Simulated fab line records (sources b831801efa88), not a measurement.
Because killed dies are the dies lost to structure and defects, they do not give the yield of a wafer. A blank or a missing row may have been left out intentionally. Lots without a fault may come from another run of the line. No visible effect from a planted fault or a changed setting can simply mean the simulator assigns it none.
Matching of chambers || flow sfq-line || SFQ_TRILAYER_I2_CMP_CMP_064 on cmp-02: 4 sister chambers
The step polishes SiO2. 8 wafers are shown with their chamber, then 7 later ones without.

== EACH WAFER AND ITS CHAMBER ==
{"wafer": "L725.3", "chamber": 1, "motor-current-A (A)": 9.2, "time-to-endpoint-s (s)": 209}
{"wafer": "L725.5", "chamber": 0, "motor-current-A (A)": 10.0, "time-to-endpoint-s (s)": 239}
{"wafer": "L726.2", "chamber": 0, "motor-current-A (A)": 9.8, "time-to-endpoint-s (s)": 216}
{"wafer": "L726.3", "chamber": 3, "motor-current-A (A)": 11.3, "time-to-endpoint-s (s)": 208}
{"wafer": "L727.2", "chamber": 3, "motor-current-A (A)": 10.3, "time-to-endpoint-s (s)": 193}
{"wafer": "L727.6", "chamber": 2, "motor-current-A (A)": 8.9, "time-to-endpoint-s (s)": 218}
{"wafer": "L729.1", "chamber": 2, "motor-current-A (A)": 9.5, "time-to-endpoint-s (s)": 215}
{"wafer": "L729.3", "chamber": 1, "motor-current-A (A)": 9.5, "time-to-endpoint-s (s)": 197}

== WAFERS WITH NO CHAMBER GIVEN ==
{"wafer": "L729.5", "motor-current-A (A)": 9.6, "time-to-endpoint-s (s)": 217}
{"wafer": "L740.3", "motor-current-A (A)": 9.8, "time-to-endpoint-s (s)": 202}
{"wafer": "L740.4", "motor-current-A (A)": 9.1, "time-to-endpoint-s (s)": 208}
{"wafer": "L740.6", "motor-current-A (A)": 9.6, "time-to-endpoint-s (s)": 213}
{"wafer": "L741.3", "motor-current-A (A)": 9.8, "time-to-endpoint-s (s)": 216}
{"wafer": "L741.4", "motor-current-A (A)": 10.1, "time-to-endpoint-s (s)": 217}
{"wafer": "L741.6", "motor-current-A (A)": 9.8, "time-to-endpoint-s (s)": 219}

== THE CHAMBER EACH PASSED THROUGH ==
{"wafer": "L729.5", "from the rows above": "can't be placed: 2 or 0 or 1", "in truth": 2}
{"wafer": "L740.3", "from the rows above": "can't be placed: 1 or 2 or 3 or 0", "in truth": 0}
{"wafer": "L740.4", "from the rows above": "can't be placed: 1 or 2 or 0", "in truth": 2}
{"wafer": "L740.6", "from the rows above": "can't be placed: 2 or 1 or 0", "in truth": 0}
{"wafer": "L741.3", "from the rows above": "can't be placed: 0 or 2 or 1 or 3", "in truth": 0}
{"wafer": "L741.4", "from the rows above": "can't be placed: 0 or 2 or 1 or 3", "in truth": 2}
{"wafer": "L741.6", "from the rows above": "can't be placed: 0 or 2 or 1", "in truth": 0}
Correct placement for 0 of the 7. From these rows, 7 cannot be placed; in 7 the true chamber is one of the candidates. 0 placed wrongly.
How it was worked out, from the rows above alone: a wafer's distance from a chamber is the root of the sum, over the readings, of the square of ((its reading less the chamber's mean) divided by the reading's scatter). The wafer belongs to the nearest chamber; if the next one is less than 2 further off, it can't be placed. A chamber's mean is the mean of its shown wafers. The scatter is the square root of a quotient: the sum, over the shown wafers, of each reading's squared deviation from its chamber's mean, divided by wafers minus chambers.
